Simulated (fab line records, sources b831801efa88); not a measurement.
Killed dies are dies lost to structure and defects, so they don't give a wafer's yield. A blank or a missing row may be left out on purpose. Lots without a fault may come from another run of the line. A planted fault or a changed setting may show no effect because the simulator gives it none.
A struck lot beside a sound one | flow sky130 | 29 steps out of a route of 708
Sound: wafers L376.1, L376.3, L376.4. Struck: wafers L388.2, L388.3, L388.4. The cause comes at the end.
At each step with rows: each side's tool, then ch and its chambers, then its first start. Under that, the readings that differ: sound wafers | struck wafers | difference of the means | sigmas: that difference in standard deviations of wafers without a fault.
alike: readings whose means differ by less than 2 such deviations, and words and numbers that are the same on both sides. not compared: withheld readings, readings that some wafer has no value for, bounds like >300 that may hide the same value, and numbers for which the record gives no deviation and whose values overlap.
The two part at a step that has a row with sigmas, a row that says differs or no value, or rows on one side only. Numbers that don't overlap but have no deviation are shown without sigmas and don't part them. A reading that every wafer of one side lacks parts them only if that side has two wafers or more.

SKY_POLY_GATE_CD_MEAS_13: target cd 150 nm.
  sound on cd_sem-01, day 18 07:43; struck on cd_sem-01, day 22 14:59
  alike: cd_nm
SKY_POLY_GATE_OVL_MEAS_14:
  sound on overlay-01, day 18 07:50; struck on overlay-01, day 22 15:05
  alike: POLY_GATE_OVL
SKY_POLY_GATE_ETCH_15: etches BARC in N2/H2, stops on SiO2, time 118.5 s, target depth 110 nm.
  sound on rie_diel-02 ch 1,2,3, day 18 07:52; struck on rie_diel-04 ch 1,2, day 22 15:07
  alike: drypump_motor_current_A, oes_product_au, throttle_valve_pct
  not compared: rf_hours_counter_h
SKY_POLY_GATE_ETCH_16: etches Si3N4 in CH3F/O2, stops on poly-Si, time 147.5 s, target depth 75 nm.
  sound on rie_diel-02 ch 1,2,3, day 18 07:57; struck on rie_diel-04 ch 1,2, day 22 15:12
  alike: drypump_motor_current_A, oes_product_au, throttle_valve_pct
  not compared: rf_hours_counter_h
SKY_POLY_GATE_ETCH_17: etches poly-Si in HBr/Cl2, stops on SiO2, target depth 180 nm, time 70.5 s.
  sound on rie_si-01 ch 0,2,3, day 18 08:03; struck on rie_si-02 ch 1,2,3, day 22 15:18
  alike: drypump_motor_current_A, he_backside_leak_sccm, oes_product_au, throttle_valve_pct
  not compared: rf_hours_counter_h
SKY_POLY_GATE_STRIP_18: strips in O2/N2.
  sound on plasma_asher-01 ch 0,1, day 18 08:06; struck on plasma_asher-02 ch 0,1, day 22 15:22
  alike: drypump_motor_current_A, oes_product_au, strip_time_to_endpoint_s
  not compared: rf_hours_counter_h
then, 2 steps without rows for these wafers: SKY_POLY_GATE_CLEAN_19 (cleans in SC1/SC2, time 150 s); SKY_POLY_GATE_OXIDATION_20 (stabilise 600 s, purge 300 s, target thk 4 nm).
SKY_POLY_GATE_THK_MEAS_21:
  sound on film_metro-03, day 18 10:12; struck on film_metro-03, day 22 16:55
  alike: POLY_GATE_OXIDATION_THK
SKY_POLY_GATE_CD_MEAS_22:
  sound on cd_sem-02, day 18 10:16; struck on cd_sem-02, day 22 16:59
  alike: cd_nm
then, 2 steps without rows for these wafers: SKY_LDD_N_DEHYDRATE_00 (time 60 s); SKY_LDD_N_HMDS_01 (prime time 60 s).
SKY_LDD_N_COAT_02: resist thk 300 nm.
  sound on litho_track-02 ch 0, day 19 01:07; struck on litho_track-02 ch 0, day 23 06:50
  reading                                    | sound           | struck            | difference | sigmas
  model.NOVOLAK_of_LDD_N_COAT_02.thk_nm (nm) | 299.5 300 300.4 | 269.1 268.6 269.1 | -31.0      |
  alike: exhaust_pa
then, 3 steps without rows for these wafers: SKY_LDD_N_SOFTBAKE_03 (time 60 s); SKY_LDD_N_EXPOSE_04 (exposes mask NTM, target cd 840 nm); SKY_LDD_N_PEB_05.
SKY_LDD_N_DEVELOP_06: develop time 60 s.
  sound on litho_track-01 ch 0, day 19 16:25; struck on litho_track-04 ch 0, day 23 22:38
  reading                                    | sound           | struck            | difference | sigmas
  model.NOVOLAK_of_LDD_N_COAT_02.thk_nm (nm) | 299.1 299.6 300 | 268.7 268.2 268.7 | -31.0      |
  alike: exhaust_pa
SKY_LDD_N_OVL_MEAS_07:
  sound on overlay-01, day 19 16:34; struck on overlay-02, day 23 22:46
  alike: LDD_N_OVL
then, 8 steps without rows for these wafers: SKY_LDD_N_IMPLANT_08; SKY_LDD_N_IMPLANT_09; SKY_LDD_N_IMPLANT_10; SKY_LDD_N_IMPLANT_11; SKY_LDD_N_IMPLANT_12; SKY_LDD_N_IMPLANT_13; SKY_LDD_N_IMPLANT_14; SKY_LDD_N_IMPLANT_15.
SKY_LDD_N_STRIP_16: strips in O2/N2.
  sound on plasma_asher-01 ch 0,1, day 19 17:48; struck on plasma_asher-02 ch 0,1, day 23 23:59
  reading                      | sound             | struck            | difference | sigmas
  oes_product_au (a.u.)        | 0.408 0.412 0.410 | 0.389 0.386 0.393 | -0.021     | -5
  strip_time_to_endpoint_s (s) | 4.324 4.311 4.320 | 3.925 3.890 3.895 | -0.415     | -26
  alike: drypump_motor_current_A
  not compared: rf_hours_counter_h
SKY_LDD_N_TW_MEAS_17:
  sound on film_metro-04, day 19 17:54; struck on film_metro-02, day 24 00:06
  alike: LDD_N_TW
-- the record jumps here: 26 days lie between the struck wafers' starts before and after (it left off in module LDD_N and takes up again in module PAD_OPEN, whose first step shown is number 708 of the route) --
SKY_PAD_OPEN_PROBE_99:
  sound on prober-01, day 47 03:59; struck on prober-02, day 50 04:17
  alike: killed_at_M0_to_M3, killed_at_M4_up, killed_at_contacts, killed_at_front_end, killed_at_other, killed_dies, killed_open, killed_short

WHERE THEY PART
Only at SKY_LDD_N_STRIP_16, within this record. Later steps at which nothing parts them and some readings are alike: SKY_LDD_N_TW_MEAS_17, SKY_PAD_OPEN_PROBE_99.

WHY: what the simulator had put in
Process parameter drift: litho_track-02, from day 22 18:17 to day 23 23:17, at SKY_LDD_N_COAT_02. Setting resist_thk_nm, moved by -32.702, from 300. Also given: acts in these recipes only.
